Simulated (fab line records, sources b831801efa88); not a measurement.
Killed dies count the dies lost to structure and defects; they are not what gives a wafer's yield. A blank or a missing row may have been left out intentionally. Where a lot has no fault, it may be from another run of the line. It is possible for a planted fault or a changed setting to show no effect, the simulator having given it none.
Matching of chambers	flow sky130	rie-si-02 running SKY_POLY_GATE_ETCH_17: 4 sister chambers
The step etches poly-Si in HBr/Cl2, stops on SiO2, target depth 180 nm, time 70.5 s. 8 wafers are shown with their chamber, then 12 later ones without.

## EACH WAFER AND ITS CHAMBER
wafer	chamber	drypump-motor-current-A (A)	oes-product-au (a.u.)
L084.2	0	5.7	0.978
L086.2	0	5.7	0.992
L088.5	2	6.3	0.997
L091.3	1	6.3	0.990
L091.6	3	5.8	1.005
L092.1	3	5.8	0.987
L092.2	2	6.3	0.974
L092.3	1	6.2	0.974

## WAFERS WHOSE CHAMBER IS MISSING
wafer	drypump-motor-current-A (A)	oes-product-au (a.u.)
L094.2	5.7	0.983
L094.3	6.3	0.988
L094.6	5.8	0.989
L096.2	5.7	0.988
L096.4	6.3	0.994
L096.6	5.8	0.992
L097.1	5.7	0.985
L097.2	5.8	1.002
L097.3	6.3	1.009
L097.4	6.2	0.981
L097.5	6.3	0.992
L097.6	6.2	0.981

## WHICH CHAMBER EACH ONE RAN IN
wafer	from the rows above	in truth
L094.2	0	0
L094.3	can't be placed: 2 or 1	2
L094.6	3	3
L096.2	0	0
L096.4	can't be placed: 2 or 1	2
L096.6	3	3
L097.1	0	0
L097.2	3	3
L097.3	can't be placed: 2 or 1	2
L097.4	can't be placed: 1 or 2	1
L097.5	can't be placed: 2 or 1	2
L097.6	can't be placed: 1 or 2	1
Placed correctly: 6 of 12. Unplaceable from these rows: 6, with the true chamber sitting among the candidates in 6. 0 placed wrongly.
How it was worked out, from the rows above alone: a wafer's distance from a chamber is the root of the sum, over the readings, of the square of ((its reading less the chamber's mean) divided by the reading's scatter). If the next closest chamber is less than 2 further off than the closest, the wafer can't be placed; otherwise it belongs to the closest. A chamber's mean is the mean of its shown wafers. How the scatter is found: for the shown wafers, subtract from each reading the mean of its chamber, square and add these, divide the total by (wafers less chambers), then take the root.
